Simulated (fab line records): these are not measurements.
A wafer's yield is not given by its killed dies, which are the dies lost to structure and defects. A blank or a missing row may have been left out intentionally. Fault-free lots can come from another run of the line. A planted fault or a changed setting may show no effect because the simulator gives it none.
Chamber matching ; flow gf180mcu ; GF_STI_ETCH_14 on rie-si-02 has 4 sister chambers
The step etches Si in HBr/Cl2/O2, target depth 360 nm, time 102.9 s. 8 wafers are shown with their chamber, then 6 later ones without.

== WAFERS PAIRED WITH THEIR CHAMBERS ==
wafer;chamber;drypump-motor-current-A (A);run-length-s (s)
L824.1;0;4.8;131.1
L824.5;1;6.5;130.5
L834.1;1;6.5;130.3
L834.5;0;4.9;131.0
L839.6;2;5.5;130.9
L840.3;3;6.3;131.5
L840.5;3;6.3;131.4
L840.6;2;5.4;131.1

== WAFERS WITHOUT THEIR CHAMBER ==
wafer;drypump-motor-current-A (A);run-length-s (s)
L844.3;4.8;131.3
L844.4;5.5;131.1
L844.6;6.5;130.3
L845.1;6.3;131.4
L845.2;4.8;131.8
L845.6;6.5;130.5

== THE CHAMBER EACH PASSED THROUGH ==
wafer;from the rows above;in truth
L844.3;0;0
L844.4;2;2
L844.6;1;1
L845.1;3;3
L845.2;0;0
L845.6;1;1
Placed correctly: 6 of 6. Number that these rows cannot place: 0. Placed wrongly: 0.
How it was worked out, from the rows above alone: a wafer's distance from a chamber is the root of the sum, over the readings, of the square of ((its reading less the chamber's mean) divided by the reading's scatter). If the next closest chamber is less than 2 further off than the closest, the wafer can't be placed; otherwise it belongs to the closest. For every chamber, the mean is computed from those of its wafers that are shown. The scatter is the square root of a quotient: the sum, over the shown wafers, of each reading's squared deviation from its chamber's mean, divided by wafers minus chambers.
